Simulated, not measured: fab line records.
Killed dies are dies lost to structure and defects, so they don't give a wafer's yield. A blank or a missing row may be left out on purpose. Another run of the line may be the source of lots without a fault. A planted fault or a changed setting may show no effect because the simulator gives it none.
A sampling plan put to the test -- flow sky130 -- one line in one fab, 16 faults in these records, each fault weighed on the records of the lots it struck
The line's own looks make up the plan; these are the steps of the route where a gauge or inspection reads the wafer and leaves it unchanged. A look can be judged if struck wafers have a number there and the file gives its usual mean and standard deviation on fault-free wafers. Caught: a look later than the fault's first step finds the struck wafers' mean 4 or more of those standard deviations (sigma) from the usual mean. On the tool: the same test on the tool's own readings at the fault's steps. Another recipe on the struck wafers, or a record that is blank for them alone, also counts as caught.

THE FAULTS, as the simulator had put them in
1. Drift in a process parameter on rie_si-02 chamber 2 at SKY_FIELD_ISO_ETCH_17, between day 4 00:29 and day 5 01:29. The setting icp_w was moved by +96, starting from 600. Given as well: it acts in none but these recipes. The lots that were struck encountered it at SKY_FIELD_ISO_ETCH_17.
2. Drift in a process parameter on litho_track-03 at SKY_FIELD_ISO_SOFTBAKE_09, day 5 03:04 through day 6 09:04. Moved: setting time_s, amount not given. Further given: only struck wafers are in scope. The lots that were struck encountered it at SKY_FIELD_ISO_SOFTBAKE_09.
3. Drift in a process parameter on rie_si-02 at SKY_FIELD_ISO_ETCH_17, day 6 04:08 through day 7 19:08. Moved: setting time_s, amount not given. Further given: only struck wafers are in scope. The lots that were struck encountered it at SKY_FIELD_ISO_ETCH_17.
4. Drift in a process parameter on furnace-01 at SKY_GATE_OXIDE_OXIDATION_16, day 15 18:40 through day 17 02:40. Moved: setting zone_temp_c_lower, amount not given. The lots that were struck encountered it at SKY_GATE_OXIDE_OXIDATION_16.
5. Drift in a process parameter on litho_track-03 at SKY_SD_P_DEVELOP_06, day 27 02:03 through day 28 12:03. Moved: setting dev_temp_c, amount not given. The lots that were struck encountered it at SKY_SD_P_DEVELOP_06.
6. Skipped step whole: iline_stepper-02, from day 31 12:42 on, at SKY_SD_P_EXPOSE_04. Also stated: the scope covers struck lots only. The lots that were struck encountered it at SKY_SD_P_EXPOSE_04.
7. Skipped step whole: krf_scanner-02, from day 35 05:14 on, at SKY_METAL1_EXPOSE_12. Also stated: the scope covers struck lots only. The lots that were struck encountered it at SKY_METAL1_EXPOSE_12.
8. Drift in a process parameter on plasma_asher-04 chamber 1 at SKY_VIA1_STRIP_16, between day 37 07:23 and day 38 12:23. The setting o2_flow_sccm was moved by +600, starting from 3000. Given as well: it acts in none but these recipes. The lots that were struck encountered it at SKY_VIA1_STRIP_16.
9. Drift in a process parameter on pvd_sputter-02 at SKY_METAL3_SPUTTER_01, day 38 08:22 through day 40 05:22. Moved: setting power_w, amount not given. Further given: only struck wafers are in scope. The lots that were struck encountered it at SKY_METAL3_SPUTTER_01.
10. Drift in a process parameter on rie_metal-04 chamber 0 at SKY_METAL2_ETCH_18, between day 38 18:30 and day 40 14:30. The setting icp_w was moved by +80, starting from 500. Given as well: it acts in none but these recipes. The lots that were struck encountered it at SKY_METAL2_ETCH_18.
11. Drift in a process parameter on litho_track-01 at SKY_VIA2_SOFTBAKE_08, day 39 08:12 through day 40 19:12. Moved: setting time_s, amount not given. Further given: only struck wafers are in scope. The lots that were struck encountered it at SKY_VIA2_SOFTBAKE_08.
12. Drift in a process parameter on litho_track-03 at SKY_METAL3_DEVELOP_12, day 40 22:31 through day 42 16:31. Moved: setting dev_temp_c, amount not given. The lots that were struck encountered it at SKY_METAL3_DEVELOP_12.
13. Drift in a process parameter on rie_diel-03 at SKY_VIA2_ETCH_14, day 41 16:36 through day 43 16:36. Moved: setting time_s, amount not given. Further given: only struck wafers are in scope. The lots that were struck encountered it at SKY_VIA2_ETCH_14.
14. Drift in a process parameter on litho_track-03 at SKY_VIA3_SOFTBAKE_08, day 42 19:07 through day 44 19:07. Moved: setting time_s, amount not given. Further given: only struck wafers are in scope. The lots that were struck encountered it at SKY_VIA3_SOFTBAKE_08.
15. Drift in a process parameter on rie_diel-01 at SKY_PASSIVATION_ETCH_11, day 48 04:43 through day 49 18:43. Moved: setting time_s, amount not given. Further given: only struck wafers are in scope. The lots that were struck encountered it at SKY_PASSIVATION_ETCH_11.
16. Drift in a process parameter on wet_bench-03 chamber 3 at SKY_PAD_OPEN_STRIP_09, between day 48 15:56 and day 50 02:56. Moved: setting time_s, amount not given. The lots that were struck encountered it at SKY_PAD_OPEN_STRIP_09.

WHAT THE PLAN SAW
fault,on the tool itself,first look that catches it,"reading, sigma",median hours from its first step to that look,hours from the fault's start to the first struck lot there,judged looks passed uncaught
1,rf_fwd_power_W +37 sigma,no look after it can be judged,-,-,-,0
2,run_length_s -99 or beyond sigma,no look after it can be judged,-,-,-,0
3,run_length_s -35 sigma,none of the 2 looks that can be judged after it,-,-,-,2
4,spike_tc_lower_C +35 sigma,no look after it can be judged,-,-,-,0
5,developer_temp_C -20 sigma,no look after it can be judged,-,-,-,0
6,no reading that can be judged,no look after it can be judged,-,-,-,0
7,no reading that can be judged,no look after it can be judged,-,-,-,0
8,o2_flow_sccm +69 sigma,no look after it can be judged,-,-,-,0
9,cathode_dc_power_W +99 or beyond sigma,no look after it can be judged,-,-,-,0
10,rf_fwd_power_W +43 sigma,no look after it can be judged,-,-,-,0
11,run_length_s +29 sigma,no look after it can be judged,-,-,-,0
12,developer_temp_C +7.4 sigma,no look after it can be judged,-,-,-,0
13,oes_product_au +17 sigma,no look after it can be judged,-,-,-,0
14,run_length_s +50 sigma,no look after it can be judged,-,-,-,0
15,run_length_s -18 sigma,no look after it can be judged,-,-,-,0
16,run_length_s -39 sigma,no look after it can be judged,-,-,-,0
Dash: fault not caught, or number not given in these records.

Caught at a look: 0 of 16. Caught on the tool: 14 of 16. By one or the other: 14 of 16.
Faults 1, 2, 3, 4, 5, 8, 9, 10, 11, 12, 13, 14, 15, 16 were caught on the tool alone.
Caught by neither: faults 6, 7.
